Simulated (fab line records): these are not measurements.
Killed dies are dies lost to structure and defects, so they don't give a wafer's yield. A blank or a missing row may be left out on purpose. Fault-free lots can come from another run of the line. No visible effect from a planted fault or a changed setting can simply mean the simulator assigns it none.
Chamber matching | flow sky130 | 4 sister chambers for SKY_CONTACT_CMP_04 on cmp-01
The step polishes SiO2. 8 wafers are shown with their chamber, then 11 later ones without.

## EACH WAFER AND ITS CHAMBER
wafer  | chamber | motor current A (A) | time to endpoint s (s)
L079.4 | 3       | 11.2                | 83
L080.5 | 3       | 12.5                | 76
L083.1 | 0       | 13.9                | 84
L083.3 | 2       | 14.8                | 81
L084.2 | 2       | 14.8                | 81
L084.3 | 0       | 14.1                | 83
L084.4 | 1       | 11.5                | 76
L086.2 | 1       | 11.2                | 80

## WAFERS WHOSE CHAMBER IS MISSING
wafer  | motor current A (A) | time to endpoint s (s)
L086.3 | 15.2                | 83
L086.5 | 14.9                | 81
L092.1 | 14.0                | 86
L092.5 | 11.5                | 78
L092.6 | 12.7                | 89
L093.1 | 11.3                | 84
L093.5 | 13.4                | 90
L093.6 | 11.5                | 80
L095.2 | 11.8                | 86
L095.3 | 13.3                | 89
L095.4 | 14.7                | 80

## EACH ONE'S CHAMBER
wafer  | from the rows above               | in truth
L086.3 | can't be placed: 2 or 0           | 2
L086.5 | can't be placed: 2 or 0           | 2
L092.1 | can't be placed: 0 or 2           | 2
L092.5 | can't be placed: 1 or 3           | 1
L092.6 | can't be placed: 0 or 3 or 1 or 2 | 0
L093.1 | can't be placed: 3 or 1           | 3
L093.5 | can't be placed: 0 or 2           | 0
L093.6 | can't be placed: 3 or 1           | 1
L095.2 | can't be placed: 3 or 1           | 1
L095.3 | can't be placed: 0 or 2           | 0
L095.4 | can't be placed: 2 or 0           | 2
Correct placement for 0 of the 11. Unplaceable from these rows: 11, with the true chamber sitting among the candidates in 11. Wrongly placed: 0.
How it was worked out, from the rows above alone: a wafer's distance from a chamber is the root of the sum, over the readings, of the square of ((its reading less the chamber's mean) divided by the reading's scatter). If the next closest chamber is less than 2 further off than the closest, the wafer can't be placed; otherwise it belongs to the closest. Each chamber's mean is taken over the wafers shown for it. How the scatter is found: for the shown wafers, subtract from each reading the mean of its chamber, square and add these, divide the total by (wafers less chambers), then take the root.
